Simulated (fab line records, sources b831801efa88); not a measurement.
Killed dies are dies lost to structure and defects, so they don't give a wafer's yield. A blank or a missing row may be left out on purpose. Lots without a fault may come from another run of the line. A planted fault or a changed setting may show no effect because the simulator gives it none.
A struck lot beside a sound one | flow sky130 | 15 steps out of a route of 708
Sound: wafers L353.2, L353.3, L353.4. Struck: wafers L366.1, L366.2, L366.4. The cause comes at the end.
At each step with rows: each side's tool, then ch and its chambers, then its first start. Under that, the readings that differ: sound wafers | struck wafers | difference of the means | sigmas: that difference in standard deviations of wafers without a fault.
alike: readings whose means differ by less than 2 such deviations, and words and numbers that are the same on both sides. not compared: withheld readings, readings that some wafer has no value for, bounds like >300 that may hide the same value, and numbers for which the record gives no deviation and whose values overlap.
The two part at a step that has a row with sigmas, a row that says differs or no value, or rows on one side only. Numbers that don't overlap but have no deviation are shown without sigmas and don't part them. A reading that every wafer of one side lacks parts them only if that side has two wafers or more.

SKY_VIA2_OVL_MEAS_13:
  sound on overlay-01, day 36 17:40; struck on overlay-02, day 40 15:16
  alike: VIA2_OVL
then, 1 step without rows for these wafers: SKY_VIA2_ETCH_14 (etches BARC in N2/H2, stops on SiO2, time 45.9 s, target depth 60 nm).
SKY_VIA2_ETCH_15: etches SiO2 in C4F8/O2/Ar, stops on TiN, target depth 546 nm, time 84 s.
  sound on rie_diel-03 ch 1,2,3, day 36 17:44; struck on rie_diel-04 ch 0,1,2, day 40 15:20
  alike: oes_product_au
SKY_VIA2_STRIP_16: strips in O2/N2.
  sound on plasma_asher-01 ch 0,1, day 36 17:47; struck on plasma_asher-04 ch 0,1, day 40 15:24
  alike: drypump_motor_current_A, n2_flow_sccm, oes_product_au, strip_time_to_endpoint_s
  not compared: rf_hours_counter_h
then, 3 steps without rows for these wafers: SKY_VIA2_STRIP_17 (strips in post etch residue remover, time 1200 s); SKY_VIA2_CLEAN_18 (cleans in IPA, time 180 s); SKY_VIA2_CLEAN_19 (cleans in O3/DIW).
SKY_VIA2_SPUTTER_20: material TiN, target thk 20 nm, time 80 s.
  sound on pvd_sputter-01, day 36 18:29; struck on pvd_sputter-01, day 40 16:00
  alike: cathode_dc_power_W, chamber_pressure_pa, throttle_valve_pct
then, 1 step without rows for these wafers: SKY_VIA2_CVD_21 (deposits W, target thk 420 nm, time 126.4 s).
SKY_VIA2_RS_MEAS_22: measures by four-point-probe.
  sound on film_metro-03, day 36 18:42; struck on film_metro-01, day 40 16:11
  alike: VIA2_W_RS
SKY_VIA2_THK_MEAS_23: measures by xrf.
  sound on film_metro-03, day 36 18:49; struck on film_metro-01, day 40 16:19
  alike: VIA2_W_THK
SKY_VIA2_CMP_24: polishes, stops on SiO2, t overpolish 20 s, target thk 0 nm.
  sound on cmp-02 ch 0,1,2, day 36 18:52; struck on cmp-01 ch 0,1,3, day 40 16:22
  alike: motor_current_A, overpolish_run_s, time_to_endpoint_s
SKY_METAL3_SPUTTER_00: material Ti, target thk 15 nm, time 10 s.
  sound on pvd_sputter-01, day 36 19:10; struck on pvd_sputter-02, day 40 16:40
  no value came back on the struck wafers for cathode_dc_power_W (W), chamber_pressure_pa (Pa), throttle_valve_pct (%); on the sound wafers cathode_dc_power_W (W) reads 2999.5 2999.5 3000.4
SKY_METAL3_SPUTTER_01: material TiN, target thk 20 nm, time 16.7 s.
  sound on pvd_sputter-01, day 36 19:11; struck on pvd_sputter-02, day 40 16:41
  alike: cathode_dc_power_W, chamber_pressure_pa, throttle_valve_pct
-- the record jumps here: 9 days lie between the struck wafers' starts before and after (it left off in module METAL3 and takes up again in module PAD_OPEN, whose first step shown is number 708 of the route) --
SKY_PAD_OPEN_PROBE_99:
  sound on prober-02, day 46 06:15; struck on prober-01, day 49 04:58
  reading                       | sound             | struck            | difference | sigmas
  model.etest.via2_chain.rc_ohm | 9.695 9.009 9.451 | 10.67 10.46 11.34 | +1.44      |
  alike: defect_limited_yield, killed_at_M0_to_M3, killed_at_M4_up, killed_at_contacts, killed_at_front_end, killed_at_other, killed_dies, killed_open, killed_short, sort_bin_3_pad_short, sort_bin_5_function, sort_bin_6_memory, sort_n_pass, sort_yield_pct

WHERE THEY PART
Only at SKY_METAL3_SPUTTER_00, within this record. Later steps at which nothing parts them and some readings are alike: SKY_METAL3_SPUTTER_01, SKY_PAD_OPEN_PROBE_99.

WHY: what the simulator had put in
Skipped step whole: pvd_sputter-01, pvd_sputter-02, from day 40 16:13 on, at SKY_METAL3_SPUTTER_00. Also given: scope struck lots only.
